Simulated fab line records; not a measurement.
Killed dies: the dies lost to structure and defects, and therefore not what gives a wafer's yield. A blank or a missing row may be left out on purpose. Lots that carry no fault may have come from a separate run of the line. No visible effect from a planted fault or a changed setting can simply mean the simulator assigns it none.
Matching of chambers | flow gf180mcu | cmp-02 running GF_V2_CMP_26: 4 sister chambers
The step polishes, stops on SiO2, t overpolish 15 s, target thk 0 nm. 4 wafers are shown with their chamber, then 7 later ones without.

WAFERS PAIRED WITH THEIR CHAMBERS
wafer  | chamber | motorCurrentA (A)
L247.2 | 0       | 12.2
L247.3 | 1       | 9.6
L249.6 | 2       | 11.0
L259.3 | 3       | 12.2

WAFERS MISSING THEIR CHAMBER
wafer  | motorCurrentA (A)
L259.6 | 9.8
L260.3 | 9.7
L260.5 | 11.8
L260.6 | 12.2
L261.3 | 11.4
L261.5 | 12.6
L261.6 | 12.2

WHICH CHAMBER EACH WENT THROUGH
wafer  | from the rows above          | in truth
L259.6 | 1                            | 1
L260.3 | 1                            | 1
L260.5 | can't be placed: 0 or 3 or 2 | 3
L260.6 | can't be placed: 0 or 3      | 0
L261.3 | can't be placed: 2 or 0 or 3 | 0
L261.5 | can't be placed: 0 or 3      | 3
L261.6 | can't be placed: 0 or 3      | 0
Placed correctly: 2 of 7. These rows do not allow placing 5 (true chamber among the candidates in 5). Wrongly placed: 0.
How it was worked out, from the rows above alone: a wafer's distance from a chamber is the root of the sum, over the readings, of the square of ((its reading less the chamber's mean) divided by the reading's scatter). The wafer belongs to the nearest chamber; if the next one is less than 2 further off, it can't be placed. Each chamber's mean is taken over the wafers shown for it. The scatter: with one shown wafer a chamber, the root of the mean of the squares of how far each hidden wafer lies from its nearest shown one.
